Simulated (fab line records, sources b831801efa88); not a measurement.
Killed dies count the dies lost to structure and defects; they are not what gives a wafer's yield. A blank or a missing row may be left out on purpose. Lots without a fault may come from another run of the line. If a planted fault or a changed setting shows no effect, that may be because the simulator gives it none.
fab line records :: flow sky130 :: part 2 of 2: steps 32 to 41 of 41
record
  lots=5
  wafers=15
  last-day=49
route steps=708 shown LOCAL_INTERCONNECT@392 CONTACT@406
lots that met no fault: taken from a fault-free run of the same line
start-h: hours from the record's first day to the start of the lot's first wafer shown :: wait-h: how many hours have passed since the lot's step before this one :: " repeats the value in the row above :: L1.1+2: a single row standing in for several wafers :: - no value, or no start was given :: * or withheld: withheld :: < > ~ a bound
route shown NAME@n: names a module that has steps shown in the file, with the first one's number in the route :: usual: average and standard deviation across the fault-free wafers :: same: alike in all rows :: chamber/n: place in a boat :: sites: readings site by site :: _std_site: standard deviation across them :: _edge_site: inner sites' mean taken away from outer sites' mean :: radius-mm: for every site, how far away it sits from the centre of the wafer :: mask NAME#n: copy n :: behind: the last tool/chamber to shape the wafer :: hold: why the lot went on hold/how many hours it stayed there/how the hold came to an end :: device: the n, p or np transistor that did not switch :: end of line: the tests these same wafers got at the end of their route :: step lacking rows: just its recipe :: killed: dies that structure and defects cost at the first sort, which is not the same as the wafer's yield :: map: per-die view of a wafer (x killed, . not killed, _ where there is no die)
set.NAME: the setting as run; set.NAME@STEP: as run at that earlier step :: model.NAME: the simulator's own value behind a step, which no gauge read
lots seen at some steps along the route; tables by step, rows by wafer
services: from which hour (start-h, from the record's first day; less than 0 if before it) a tool's chamber was out of use, for how many hours, and why
## steps
# step SKY_CONTACT_ETCH_17
# recipe
  target=SiO2
  chemistry=C4F8/O2/Ar
  stop-on=Si3N4
  mask-material=KrF-thick
  source-w=1500
  bias-w=1200
  pressure-mtorr=40
  c4f8-flow-sccm=withheld
  O2_flow_sccm=6
  Ar_flow_sccm=300
  time-s=withheld
  target-depth-a=3400
# usual
  oes-product-au=0.891/0.0051
lot.wafer: L078.1
tool: rie-diel-04
chamber: 3
start-h: 762.74
wait-h: 0.0
oes-product-au: 0.898

lot.wafer: L078.3
tool: rie-diel-04
chamber: 2
start-h: 762.74
wait-h: 0.0
oes-product-au: 0.892

lot.wafer: L078.6
tool: rie-diel-04
chamber: 3
start-h: 762.74
wait-h: 0.0
oes-product-au: 0.900

lot.wafer: L083.2
tool: rie-diel-03
chamber: 3
start-h: 809.67
wait-h: 0.0
oes-product-au: 0.887

lot.wafer: L083.3
tool: rie-diel-03
chamber: 2
start-h: 809.67
wait-h: 0.0
oes-product-au: 0.881

lot.wafer: L083.6
tool: rie-diel-03
chamber: 3
start-h: 809.67
wait-h: 0.0
oes-product-au: 0.900

lot.wafer: L088.1
tool: rie-diel-04
chamber: 2
start-h: 843.90
wait-h: 0.0
oes-product-au: 0.897

lot.wafer: L088.4
tool: rie-diel-04
chamber: 2
start-h: 843.90
wait-h: 0.0
oes-product-au: 0.896

lot.wafer: L088.5
tool: rie-diel-04
chamber: 1
start-h: 843.90
wait-h: 0.0
oes-product-au: 0.899

lot.wafer: L091.3
tool: rie-diel-02
chamber: 1
start-h: 867.34
wait-h: 0.0
oes-product-au: 0.893

lot.wafer: L091.4
tool: rie-diel-02
chamber: 2
start-h: 867.34
wait-h: 0.0
oes-product-au: 0.889

lot.wafer: L091.6
tool: rie-diel-02
chamber: 1
start-h: 867.34
wait-h: 0.0
oes-product-au: 0.880

lot.wafer: L093.2
tool: rie-diel-02
chamber: 2
start-h: 883.55
wait-h: 0.0
oes-product-au: 0.893

lot.wafer: L093.4
tool: rie-diel-02
chamber: 3
start-h: 883.55
wait-h: 0.0
oes-product-au: 0.888

lot.wafer: L093.5
tool: rie-diel-02
chamber: 0
start-h: 883.55
wait-h: 0.0
oes-product-au: 0.885
# step SKY_CONTACT_ETCH_18
# recipe
  target=Si3N4
  chemistry=CHF3/O2
  stop-on=TiN
  source-w=606.1
  bias-w=200
  pressure-mtorr=40
  chf3-flow-sccm=50
  O2_flow_sccm=5
  time-s=39
  target-depth-a=750
# usual
  O2_flow_sccm=4.999/0.014
  drypump-motor-current-A=5.5/0.41
  oes-product-au=0.853/0.0072
  throttle-valve-pct=8.793/0.0094
lot.wafer: L078.1
tool: rie-diel-04
chamber: 3
start-h: -
wait-h: -
O2_flow_sccm: 5.005
drypump-motor-current-A: 5.0
oes-product-au: 0.848
rf-hours-counter-h: 35
throttle-valve-pct: 8.788

lot.wafer: L078.3
tool: rie-diel-04
chamber: 2
start-h: -
wait-h: -
O2_flow_sccm: 5.004
drypump-motor-current-A: 5.7
oes-product-au: 0.858
rf-hours-counter-h: 3
throttle-valve-pct: 8.802

lot.wafer: L078.6
tool: rie-diel-04
chamber: 3
start-h: -
wait-h: -
O2_flow_sccm: 4.982
drypump-motor-current-A: 5.0
oes-product-au: 0.864
rf-hours-counter-h: -
throttle-valve-pct: 8.786

lot.wafer: L083.2
tool: rie-diel-03
chamber: 3
start-h: -
wait-h: -
O2_flow_sccm: 4.996
drypump-motor-current-A: 5.1
oes-product-au: 0.842
rf-hours-counter-h: 3
throttle-valve-pct: 8.783

lot.wafer: L083.3
tool: rie-diel-03
chamber: 2
start-h: -
wait-h: -
O2_flow_sccm: 5.003
drypump-motor-current-A: 6.1
oes-product-au: 0.851
rf-hours-counter-h: 16
throttle-valve-pct: 8.792

lot.wafer: L083.6
tool: rie-diel-03
chamber: 3
start-h: -
wait-h: -
O2_flow_sccm: 4.985
drypump-motor-current-A: 5.1
oes-product-au: 0.855
rf-hours-counter-h: -
throttle-valve-pct: 8.785

lot.wafer: L088.1
tool: rie-diel-04
chamber: 2
start-h: -
wait-h: -
O2_flow_sccm: 5.000
drypump-motor-current-A: 5.7
oes-product-au: 0.849
rf-hours-counter-h: 7
throttle-valve-pct: 8.781

lot.wafer: L088.4
tool: rie-diel-04
chamber: 2
start-h: -
wait-h: -
O2_flow_sccm: 5.004
drypump-motor-current-A: 5.7
oes-product-au: 0.861
rf-hours-counter-h: -
throttle-valve-pct: 8.777

lot.wafer: L088.5
tool: rie-diel-04
chamber: 1
start-h: -
wait-h: -
O2_flow_sccm: 4.991
drypump-motor-current-A: 5.6
oes-product-au: 0.852
rf-hours-counter-h: -
throttle-valve-pct: 8.796

lot.wafer: L091.3
tool: rie-diel-02
chamber: 1
start-h: -
wait-h: -
O2_flow_sccm: 5.005
drypump-motor-current-A: 5.9
oes-product-au: 0.854
rf-hours-counter-h: 19
throttle-valve-pct: 8.802

lot.wafer: L091.4
tool: rie-diel-02
chamber: 2
start-h: -
wait-h: -
O2_flow_sccm: 5.001
drypump-motor-current-A: 5.3
oes-product-au: 0.854
rf-hours-counter-h: -
throttle-valve-pct: 8.778

lot.wafer: L091.6
tool: rie-diel-02
chamber: 1
start-h: -
wait-h: -
O2_flow_sccm: 4.975
drypump-motor-current-A: 5.9
oes-product-au: 0.857
rf-hours-counter-h: -
throttle-valve-pct: 8.790

lot.wafer: L093.2
tool: rie-diel-02
chamber: 2
start-h: -
wait-h: -
O2_flow_sccm: 4.993
drypump-motor-current-A: 5.3
oes-product-au: 0.836
rf-hours-counter-h: 5
throttle-valve-pct: 8.790

lot.wafer: L093.4
tool: rie-diel-02
chamber: 3
start-h: -
wait-h: -
O2_flow_sccm: 5.021
drypump-motor-current-A: 5.2
oes-product-au: 0.849
rf-hours-counter-h: 2
throttle-valve-pct: 8.797

lot.wafer: L093.5
tool: rie-diel-02
chamber: 0
start-h: -
wait-h: -
O2_flow_sccm: 5.014
drypump-motor-current-A: 5.3
oes-product-au: 0.851
rf-hours-counter-h: -
throttle-valve-pct: 8.782
# step SKY_CONTACT_STRIP_19
# recipe
  chemistry=O2/N2
  power-w=1400
  pressure-mtorr=1500
  platen-temp-c=withheld
  o2-flow-sccm=3000
  n2-flow-sccm=300
  overash-fraction=0.5
# usual
  drypump-motor-current-A=5.9/0.5
  oes-product-au=0.381/0.0049
  strip-time-to-endpoint-s=3.63/0.036
# same
  overash-fraction=0.5
lot.wafer: L078.1
tool: plasma-asher-03
chamber: 1
start-h: 762.83
wait-h: -
drypump-motor-current-A: 5.8
oes-product-au: 0.381
rf-hours-counter-h: 33
strip-time-to-endpoint-s: 3.68

lot.wafer: L078.3
tool: plasma-asher-03
chamber: 1
start-h: 762.83
wait-h: -
drypump-motor-current-A: 5.8
oes-product-au: 0.378
rf-hours-counter-h: -
strip-time-to-endpoint-s: 3.69

lot.wafer: L078.6
tool: plasma-asher-03
chamber: 0
start-h: 762.83
wait-h: -
drypump-motor-current-A: 5.5
oes-product-au: 0.397
rf-hours-counter-h: -
strip-time-to-endpoint-s: 3.66

lot.wafer: L083.2
tool: plasma-asher-04
chamber: 0
start-h: 809.76
wait-h: -
drypump-motor-current-A: 6.4
oes-product-au: 0.381
rf-hours-counter-h: 89
strip-time-to-endpoint-s: 3.65

lot.wafer: L083.3
tool: plasma-asher-04
chamber: 1
start-h: 809.76
wait-h: -
drypump-motor-current-A: 6.2
oes-product-au: 0.389
rf-hours-counter-h: -
strip-time-to-endpoint-s: 3.62

lot.wafer: L083.6
tool: plasma-asher-04
chamber: 1
start-h: 809.76
wait-h: -
drypump-motor-current-A: 6.2
oes-product-au: 0.385
rf-hours-counter-h: -
strip-time-to-endpoint-s: 3.64

lot.wafer: L088.1
tool: plasma-asher-02
chamber: 1
start-h: 843.99
wait-h: -
drypump-motor-current-A: 4.8
oes-product-au: 0.380
rf-hours-counter-h: 10
strip-time-to-endpoint-s: 3.67

lot.wafer: L088.4
tool: plasma-asher-02
chamber: 1
start-h: 843.99
wait-h: -
drypump-motor-current-A: 4.8
oes-product-au: 0.381
rf-hours-counter-h: -
strip-time-to-endpoint-s: 3.65

lot.wafer: L088.5
tool: plasma-asher-02
chamber: 1
start-h: 843.99
wait-h: -
drypump-motor-current-A: 4.7
oes-product-au: 0.374
rf-hours-counter-h: -
strip-time-to-endpoint-s: 3.55

lot.wafer: L091.3
tool: plasma-asher-04
chamber: 0
start-h: 867.46
wait-h: -
drypump-motor-current-A: 6.4
oes-product-au: 0.378
rf-hours-counter-h: -
strip-time-to-endpoint-s: 3.64

lot.wafer: L091.4
tool: plasma-asher-04
chamber: 1
start-h: 867.46
wait-h: -
drypump-motor-current-A: 6.2
oes-product-au: 0.382
rf-hours-counter-h: -
strip-time-to-endpoint-s: 3.60

lot.wafer: L091.6
tool: plasma-asher-04
chamber: 1
start-h: 867.46
wait-h: -
drypump-motor-current-A: 6.2
oes-product-au: 0.386
rf-hours-counter-h: -
strip-time-to-endpoint-s: 3.65

lot.wafer: L093.2
tool: plasma-asher-02
chamber: 0
start-h: 883.64
wait-h: -
drypump-motor-current-A: 6.1
oes-product-au: 0.373
rf-hours-counter-h: 12
strip-time-to-endpoint-s: 3.57

lot.wafer: L093.4
tool: plasma-asher-02
chamber: 0
start-h: 883.64
wait-h: -
drypump-motor-current-A: 6.1
oes-product-au: 0.377
rf-hours-counter-h: -
strip-time-to-endpoint-s: 3.57

lot.wafer: L093.5
tool: plasma-asher-02
chamber: 1
start-h: 883.64
wait-h: -
drypump-motor-current-A: 4.7
oes-product-au: 0.387
rf-hours-counter-h: -
strip-time-to-endpoint-s: 3.66
# step SKY_CONTACT_STRIP_20
# recipe
  chemistry=post-etch-residue-remover
  time-s=1200
  temp-c=72.5
lot.wafer: L078.1+3+6
tool: wet-bench-04
chamber: 0
start-h: 762.93
wait-h: 0.1

lot.wafer: L083.2+3+6
tool: wet-bench-02
chamber: 1
start-h: 809.86
wait-h: 0.1

lot.wafer: L088.1+4+5
tool: wet-bench-04
chamber: 2
start-h: 844.09
wait-h: 0.1

lot.wafer: L091.3+4+6
tool: wet-bench-02
chamber: 1
start-h: 867.53
wait-h: 0.0

lot.wafer: L093.2+4+5
tool: wet-bench-02
chamber: 2
start-h: 883.74
wait-h: 0.1
# step SKY_CONTACT_CLEAN_21
# recipe
  chemistry=IPA
  time-s=180
  temp-c=25
lot.wafer: L078.1+3+6
tool: wet-bench-01
chamber: 2
start-h: 763.30
wait-h: 0.0

lot.wafer: L083.2+3+6
tool: wet-bench-04
chamber: 2
start-h: 810.24
wait-h: 0.0

lot.wafer: L088.1+4+5
tool: wet-bench-02
chamber: 1
start-h: 844.46
wait-h: 0.0

lot.wafer: L091.3+4+6
tool: wet-bench-01
chamber: 0
start-h: 867.87
wait-h: 0.0

lot.wafer: L093.2+4+5
tool: wet-bench-04
chamber: 0
start-h: 884.43
wait-h: 0.0
# step SKY_CONTACT_CLEAN_22
# recipe
  chemistry=O3/DIW
  dry=n2-spin
lot.wafer: L078.1+3+6
tool: wet-bench-02
chamber: 0
start-h: 763.36
wait-h: 0.0

lot.wafer: L083.2+3+6
tool: wet-bench-02
chamber: 0
start-h: 810.35
wait-h: 0.0

lot.wafer: L088.1+4+5
tool: wet-bench-01
chamber: 2
start-h: 844.52
wait-h: 0.0

lot.wafer: L091.3+4+6
tool: wet-bench-04
chamber: 3
start-h: 867.99
wait-h: 0.0

lot.wafer: L093.2+4+5
tool: wet-bench-01
chamber: 1
start-h: 884.48
wait-h: 0.0
# step SKY_CONTACT_SPUTTER_23
# recipe
  material=TiN
  target-thk-nm=20
  chamber-pressure-pa=5
  power-w=4000
  time-s=80
# usual
  throttle-valve-pct=30.3/0.69
lot.wafer: L078.1
tool: pvd-sputter-03
chamber: -
start-h: 763.45
wait-h: 0.0
throttle-valve-pct: 31.3

lot.wafer: L078.3
tool: pvd-sputter-03
chamber: -
start-h: 763.45
wait-h: 0.0
throttle-valve-pct: 30.7

lot.wafer: L078.6
tool: pvd-sputter-03
chamber: -
start-h: 763.45
wait-h: 0.0
throttle-valve-pct: 31.0

lot.wafer: L083.2
tool: pvd-sputter-04
chamber: -
start-h: 810.45
wait-h: 0.0
throttle-valve-pct: 29.8

lot.wafer: L083.3
tool: pvd-sputter-04
chamber: -
start-h: 810.45
wait-h: 0.0
throttle-valve-pct: 29.6

lot.wafer: L083.6
tool: pvd-sputter-04
chamber: -
start-h: 810.45
wait-h: 0.0
throttle-valve-pct: 30.2

lot.wafer: L088.1
tool: pvd-sputter-04
chamber: -
start-h: 844.61
wait-h: 0.0
throttle-valve-pct: 30.3

lot.wafer: L088.4
tool: pvd-sputter-04
chamber: -
start-h: 844.61
wait-h: 0.0
throttle-valve-pct: 29.9

lot.wafer: L088.5
tool: pvd-sputter-04
chamber: -
start-h: 844.61
wait-h: 0.0
throttle-valve-pct: 30.2

lot.wafer: L091.3
tool: pvd-sputter-03
chamber: -
start-h: 868.08
wait-h: 0.0
throttle-valve-pct: 31.3

lot.wafer: L091.4
tool: pvd-sputter-03
chamber: -
start-h: 868.08
wait-h: 0.0
throttle-valve-pct: 30.8

lot.wafer: L091.6
tool: pvd-sputter-03
chamber: -
start-h: 868.08
wait-h: 0.0
throttle-valve-pct: 30.6

lot.wafer: L093.2
tool: pvd-sputter-04
chamber: -
start-h: 884.59
wait-h: 0.0
throttle-valve-pct: 29.8

lot.wafer: L093.4
tool: pvd-sputter-04
chamber: -
start-h: 884.59
wait-h: 0.0
throttle-valve-pct: 29.7

lot.wafer: L093.5
tool: pvd-sputter-04
chamber: -
start-h: 884.59
wait-h: 0.0
throttle-valve-pct: 30.1
# step SKY_CONTACT_CVD_24
# recipe
  material=W
  target-thk-nm=340
  time-s=102.12
  temp-c=400
  pressure-torr=40
# usual
  heater-power-w=835/53
lot.wafer: L078.1
tool: cvd-w-02
chamber: 1
start-h: 763.52
wait-h: 0.0
heater-power-w: 815

lot.wafer: L078.3
tool: cvd-w-02
chamber: 0
start-h: 763.52
wait-h: 0.0
heater-power-w: 773

lot.wafer: L078.6
tool: cvd-w-02
chamber: 1
start-h: 763.52
wait-h: 0.0
heater-power-w: 821

lot.wafer: L083.2
tool: cvd-w-02
chamber: 0
start-h: 810.51
wait-h: 0.0
heater-power-w: 772

lot.wafer: L083.3
tool: cvd-w-02
chamber: 0
start-h: 810.51
wait-h: 0.0
heater-power-w: 772

lot.wafer: L083.6
tool: cvd-w-02
chamber: 1
start-h: 810.51
wait-h: 0.0
heater-power-w: 833

lot.wafer: L088.1
tool: cvd-w-01
chamber: 0
start-h: 844.68
wait-h: 0.0
heater-power-w: 823

lot.wafer: L088.4
tool: cvd-w-01
chamber: 0
start-h: 844.68
wait-h: 0.0
heater-power-w: 813

lot.wafer: L088.5
tool: cvd-w-01
chamber: 0
start-h: 844.68
wait-h: 0.0
heater-power-w: 829

lot.wafer: L091.3
tool: cvd-w-02
chamber: 0
start-h: 868.18
wait-h: 0.1
heater-power-w: 775

lot.wafer: L091.4
tool: cvd-w-02
chamber: 1
start-h: 868.18
wait-h: 0.1
heater-power-w: 834

lot.wafer: L091.6
tool: cvd-w-02
chamber: 1
start-h: 868.18
wait-h: 0.1
heater-power-w: 835

lot.wafer: L093.2
tool: cvd-w-02
chamber: 0
start-h: 884.65
wait-h: 0.0
heater-power-w: 768

lot.wafer: L093.4
tool: cvd-w-02
chamber: 1
start-h: 884.65
wait-h: 0.0
heater-power-w: 831

lot.wafer: L093.5
tool: cvd-w-02
chamber: 0
start-h: 884.65
wait-h: 0.0
heater-power-w: 765
# step SKY_CONTACT_RS_MEAS_25
# recipe
  thk-meas-gauge=four-point-probe
  reads=W_of_CONTACT_CVD_24+TiN_of_CONTACT_SPUTTER_23
# usual
  CONTACT_W_RS=0.337/0.0067
lot.wafer: L078.1
tool: film-metro-02
chamber: -
start-h: 763.63
wait-h: 0.1
CONTACT_W_RS[ohm/sq]: 0.341

lot.wafer: L078.3
tool: film-metro-02
chamber: -
start-h: 763.63
wait-h: 0.1
CONTACT_W_RS[ohm/sq]: 0.338

lot.wafer: L078.6
tool: film-metro-02
chamber: -
start-h: 763.63
wait-h: 0.1
CONTACT_W_RS[ohm/sq]: 0.343

lot.wafer: L083.2
tool: film-metro-03
chamber: -
start-h: 810.64
wait-h: 0.1
CONTACT_W_RS[ohm/sq]: 0.335

lot.wafer: L083.3
tool: film-metro-03
chamber: -
start-h: 810.64
wait-h: 0.1
CONTACT_W_RS[ohm/sq]: 0.335

lot.wafer: L083.6
tool: film-metro-03
chamber: -
start-h: 810.64
wait-h: 0.1
CONTACT_W_RS[ohm/sq]: 0.325

lot.wafer: L088.1
tool: film-metro-03
chamber: -
start-h: 844.79
wait-h: 0.1
CONTACT_W_RS[ohm/sq]: 0.342

lot.wafer: L088.4
tool: film-metro-03
chamber: -
start-h: 844.79
wait-h: 0.1
CONTACT_W_RS[ohm/sq]: 0.341

lot.wafer: L088.5
tool: film-metro-03
chamber: -
start-h: 844.79
wait-h: 0.1
CONTACT_W_RS[ohm/sq]: 0.342

lot.wafer: L091.3
tool: film-metro-03
chamber: -
start-h: 868.29
wait-h: 0.1
CONTACT_W_RS[ohm/sq]: 0.333

lot.wafer: L091.4
tool: film-metro-03
chamber: -
start-h: 868.29
wait-h: 0.1
CONTACT_W_RS[ohm/sq]: 0.328

lot.wafer: L091.6
tool: film-metro-03
chamber: -
start-h: 868.29
wait-h: 0.1
CONTACT_W_RS[ohm/sq]: 0.325

lot.wafer: L093.2
tool: film-metro-03
chamber: -
start-h: 884.78
wait-h: 0.1
CONTACT_W_RS[ohm/sq]: 0.341

lot.wafer: L093.4
tool: film-metro-03
chamber: -
start-h: 884.78
wait-h: 0.1
CONTACT_W_RS[ohm/sq]: 0.329

lot.wafer: L093.5
tool: film-metro-03
chamber: -
start-h: 884.78
wait-h: 0.1
CONTACT_W_RS[ohm/sq]: 0.338
# step SKY_CONTACT_THK_MEAS_26
# recipe
  thk-meas-gauge=xrf
  reads=W_of_CONTACT_CVD_24
# usual
  CONTACT_W_THK=334/6.9
lot.wafer: L078.1
tool: film-metro-02
chamber: -
start-h: 763.75
wait-h: 0.1
CONTACT_W_THK[nm]: 332

lot.wafer: L078.3
tool: film-metro-02
chamber: -
start-h: 763.75
wait-h: 0.1
CONTACT_W_THK[nm]: 336

lot.wafer: L078.6
tool: film-metro-02
chamber: -
start-h: 763.75
wait-h: 0.1
CONTACT_W_THK[nm]: 330

lot.wafer: L083.2
tool: film-metro-03
chamber: -
start-h: 810.75
wait-h: 0.1
CONTACT_W_THK[nm]: 333

lot.wafer: L083.3
tool: film-metro-03
chamber: -
start-h: 810.75
wait-h: 0.1
CONTACT_W_THK[nm]: 335

lot.wafer: L083.6
tool: film-metro-03
chamber: -
start-h: 810.75
wait-h: 0.1
CONTACT_W_THK[nm]: 342

lot.wafer: L088.1
tool: film-metro-03
chamber: -
start-h: 844.91
wait-h: 0.1
CONTACT_W_THK[nm]: 329

lot.wafer: L088.4
tool: film-metro-03
chamber: -
start-h: 844.91
wait-h: 0.1
CONTACT_W_THK[nm]: 329

lot.wafer: L088.5
tool: film-metro-03
chamber: -
start-h: 844.91
wait-h: 0.1
CONTACT_W_THK[nm]: 329

lot.wafer: L091.3
tool: film-metro-03
chamber: -
start-h: 868.39
wait-h: 0.1
CONTACT_W_THK[nm]: 337

lot.wafer: L091.4
tool: film-metro-03
chamber: -
start-h: 868.39
wait-h: 0.1
CONTACT_W_THK[nm]: 339

lot.wafer: L091.6
tool: film-metro-03
chamber: -
start-h: 868.39
wait-h: 0.1
CONTACT_W_THK[nm]: 342

lot.wafer: L093.2
tool: film-metro-03
chamber: -
start-h: 884.89
wait-h: 0.1
CONTACT_W_THK[nm]: 329

lot.wafer: L093.4
tool: film-metro-03
chamber: -
start-h: 884.89
wait-h: 0.1
CONTACT_W_THK[nm]: 341

lot.wafer: L093.5
tool: film-metro-03
chamber: -
start-h: 884.89
wait-h: 0.1
CONTACT_W_THK[nm]: 331
## services
tool: krf-scanner-01
chamber: -
start-h: 711.60
hours: 0.8
kind: pm

tool: krf-scanner-02
chamber: -
start-h: 720.01
hours: 0.8
kind: pm

tool: krf-scanner-01
chamber: -
start-h: 735.07
hours: 5.4
kind: repair

tool: rie-diel-02
chamber: -
start-h: 738.04
hours: 1.3
kind: repair

tool: rie-diel-04
chamber: 3
start-h: 740.09
hours: 11.0
kind: repair

tool: rie-metal-01
chamber: -
start-h: 749.77
hours: 2.8
kind: pm

tool: plasma-asher-04
chamber: -
start-h: 756.21
hours: 0.7
kind: repair

tool: plasma-asher-04
chamber: -
start-h: 774.22
hours: 2.0
kind: repair

tool: plasma-asher-04
chamber: -
start-h: 779.55
hours: 1.2
kind: repair

tool: krf-scanner-02
chamber: -
start-h: 786.07
hours: 1.3
kind: pm

tool: rie-diel-02
chamber: -
start-h: 788.04
hours: 15.6
kind: pm

tool: wet-bench-01
chamber: -
start-h: 802.07
hours: 3.3
kind: repair

tool: rie-diel-04
chamber: 0
start-h: 806.76
hours: 10.0
kind: repair

tool: wet-bench-02
chamber: -
start-h: 811.16
hours: 0.5
kind: repair

tool: krf-scanner-02
chamber: -
start-h: 811.83
hours: 0.6
kind: repair

tool: krf-scanner-01
chamber: -
start-h: 816.09
hours: 1.0
kind: pm

tool: krf-scanner-02
chamber: -
start-h: 817.12
hours: 6.8
kind: repair

tool: rie-diel-02
chamber: 0
start-h: 820.57
hours: 6.0
kind: repair

tool: rie-diel-04
chamber: 0
start-h: 839.58
hours: 5.2
kind: repair

tool: krf-scanner-02
chamber: -
start-h: 846.12
hours: 4.4
kind: pm

tool: krf-scanner-01
chamber: -
start-h: 850.50
hours: 4.4
kind: pm

tool: krf-scanner-02
chamber: -
start-h: 854.87
hours: 1.0
kind: pm

tool: rie-metal-02
chamber: -
start-h: 855.15
hours: 3.3
kind: repair

tool: rie-diel-04
chamber: 3
start-h: 868.09
hours: 4.5
kind: repair
